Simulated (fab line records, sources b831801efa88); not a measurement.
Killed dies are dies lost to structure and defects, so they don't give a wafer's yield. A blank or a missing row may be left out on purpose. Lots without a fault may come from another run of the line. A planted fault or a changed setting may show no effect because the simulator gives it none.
Which tool did it? | flow sky130 | 11 lots, 32 wafers sampled, at 5 steps of a route of 708

WHAT THE GAUGES READ, wafer by wafer
SKY_GATE_OXIDE_THK_MEAS_02. Usual: GATE_OXIDE_OXIDATION_00_THK 10.23 nm, standard deviation 0.15.
lot  | measured     | on            | GATE_OXIDE_OXIDATION_00_THK (nm) | flag
L157 | day 12 17:51 | film_metro-03 | 10.05 9.88 9.93                  |
L158 | day 13 03:13 | film_metro-03 | 10.12 10.04 9.85                 |
L159 | day 13 15:35 | film_metro-03 | 10.07 10.22 10.00                |
L162 | day 14 14:11 | film_metro-04 | 10.23 10.14 10.25                |
L166 | day 16 02:53 | film_metro-04 | 10.12 10.23                      |
L172 | day 18 14:44 | film_metro-04 | 10.19 10.00 10.13                |
L174 | day 18 22:54 | film_metro-02 | 10.20 10.15 10.21                |
L177 | day 19 11:31 | film_metro-04 | 10.12 10.32 10.09                |
L178 | day 20 00:11 | film_metro-03 | 10.52 10.30 10.55                |
L179 | day 20 04:23 | film_metro-02 | 10.25 10.13 10.42                |
L180 | day 20 17:56 | film_metro-03 | 10.43 10.46 10.45                |

SKY_POLY_GATE_CD_MEAS_13: target cd 150 nm. Usual: cd_nm 150.2 nm, standard deviation 1.2.
lot  | measured     | on        | cd_nm (nm)        | flag
L157 | day 16 06:32 | cd_sem-01 | 150.7 150.4 149.6 |
L158 | day 16 15:09 | cd_sem-01 | 148.1 147.2 147.5 |
L159 | day 17 08:49 | cd_sem-01 | 151.0 151.6 152.4 |
L162 | day 18 14:22 | cd_sem-02 | 151.5 150.8 151.2 |
L166 | day 20 03:01 | cd_sem-01 | 149.7 148.9       |
L172 | day 22 15:10 | cd_sem-02 | 150.0 149.9 150.6 |
L174 | day 23 00:31 | cd_sem-02 | 151.3 150.6 150.7 |
L177 | day 23 14:58 | cd_sem-01 | 150.0 150.3 150.8 |
L178 | day 24 03:52 | cd_sem-02 | 151.0 151.0 150.9 |
L179 | day 24 09:29 | cd_sem-02 | 149.9 149.6 149.9 |
L180 | day 24 17:49 | cd_sem-02 | 151.0 149.9 150.9 |

SKY_METAL4_CD_MEAS_13: target cd 300 nm. Usual: cd_nm 300.0 nm, standard deviation 1.4.
lot  | measured     | on        | cd_nm (nm)        | flag
L157 | day 41 19:58 | cd_sem-01 | 299.5 300.9 300.2 |
L158 | day 42 00:08 | cd_sem-02 | 303.1 304.2 304.1 |
L159 | day 42 14:44 | cd_sem-01 | 300.3 298.6 299.3 |
L162 | day 43 09:37 | cd_sem-01 | 298.7 297.2 254.6 | OFF
L166 | day 44 11:19 | cd_sem-01 | 253.8 299.8       | OFF
L172 | day 46 05:49 | cd_sem-01 | 301.0 300.1 300.9 |
L174 | day 46 16:17 | cd_sem-02 | 300.3 299.6 300.0 |
L177 | day 47 03:04 | cd_sem-02 | 300.7 299.9 300.5 |
L178 | day 47 08:20 | cd_sem-01 | 299.5 301.1 301.7 |
L179 | day 47 16:40 | cd_sem-02 | 299.7 300.8 300.1 |
L180 | day 47 18:32 | cd_sem-02 | 300.7 300.9 302.1 |

WHICH TOOL RAN EACH LOT (tool, then ch and the chambers of the sampled wafers, then the start)
lot  | SKY_LDD_HVP_STRIP_09                 | SKY_METAL4_EXPOSE_10
L157 | plasma_asher-01 ch 0,1, day 21 12:03 | krf_scanner-02 ch 0, day 41 07:29
L158 | plasma_asher-02 ch 0,1, day 21 19:20 | krf_scanner-02 ch 0, day 41 12:47
L159 | plasma_asher-01 ch 1, day 22 16:27   | krf_scanner-02 ch 0, day 42 03:07
L162 | plasma_asher-03 ch 0,1, day 23 20:57 | krf_scanner-02 ch 0, day 42 22:55
L166 | plasma_asher-03 ch 0,1, day 25 07:32 | krf_scanner-02 ch 0, day 44 00:33
L172 | plasma_asher-03 ch 0, day 27 18:18   | krf_scanner-01 ch 0, day 45 19:50
L174 | plasma_asher-03 ch 0,1, day 28 00:52 | krf_scanner-01 ch 0, day 46 06:02
L177 | plasma_asher-01 ch 0,1, day 28 13:01 | krf_scanner-02 ch 0, day 46 17:23
L178 | plasma_asher-03 ch 0,1, day 29 03:37 | krf_scanner-01 ch 0, day 46 22:44
L179 | plasma_asher-01 ch 0,1, day 29 09:06 | krf_scanner-01 ch 0, day 47 06:37
L180 | plasma_asher-02 ch 0,1, day 29 15:52 | krf_scanner-02 ch 0, day 47 08:50
- SKY_LDD_HVP_STRIP_09: strips in O2/N2.
- SKY_METAL4_EXPOSE_10: exposes mask MM4, target cd 300 nm.

WHAT THE TOOLS THEMSELVES READ (means of the sampled wafers that have a number; where no wafer has one, the mark that the record gives instead)
SKY_LDD_HVP_STRIP_09. Usual: drypump_motor_current_A 5.8 A, standard deviation 0.37; oes_product_au 0.408 a.u., standard deviation 0.0049; strip_time_to_endpoint_s 4.136 s, standard deviation 0.015.
lot  | tool            | drypump_motor_current_A (A) | oes_product_au (a.u.) | strip_time_to_endpoint_s (s) | flag
L157 | plasma_asher-01 | 5.4                         | 0.412                 | 4.162                        |
L158 | plasma_asher-02 | 5.8                         | 0.405                 | 4.128                        |
L159 | plasma_asher-01 | 5.8                         | 0.410                 | 4.156                        |
L162 | plasma_asher-03 | 5.9                         | 0.410                 | 4.130                        |
L166 | plasma_asher-03 | 5.8                         | 0.407                 | 4.141                        |
L172 | plasma_asher-03 | 5.8                         | 0.407                 | 4.133                        |
L174 | plasma_asher-03 | 5.9                         | 0.408                 | 4.141                        |
L177 | plasma_asher-01 | 5.5                         | 0.409                 | 4.126                        |
L178 | plasma_asher-03 | 5.9                         | 0.409                 | 4.136                        |
L179 | plasma_asher-01 | 5.4                         | 0.411                 | 4.145                        |
L180 | plasma_asher-02 | 6.2                         | 0.410                 | 4.128                        |

THE ANSWER, worked out from the rows above alone
Rule: a lot is off if the mean of its wafers that have a number lies more than 3 standard deviations from the usual mean. A lot without any number at a reading at which 4 lots or more have one is off too. The other lots that the step has rows for count as sound. The gauges are gone through in route order, then the tools' own readings, and for those a lot's mean is taken as printed above. The first step at which some lot is off is used, and at that step the reading that is off furthest; a lot without a number counts as furthest.
Off: L162, L166, at SKY_METAL4_CD_MEAS_13 (cd_nm).
A tool fits if, at a process step before that reading, it ran every lot that is off, and no sound lot after the first of them. The gauges at SKY_METAL4_CD_MEAS_13 are tried like those tools. None of those tried fits.

WHAT THE SIMULATOR HAD PUT IN
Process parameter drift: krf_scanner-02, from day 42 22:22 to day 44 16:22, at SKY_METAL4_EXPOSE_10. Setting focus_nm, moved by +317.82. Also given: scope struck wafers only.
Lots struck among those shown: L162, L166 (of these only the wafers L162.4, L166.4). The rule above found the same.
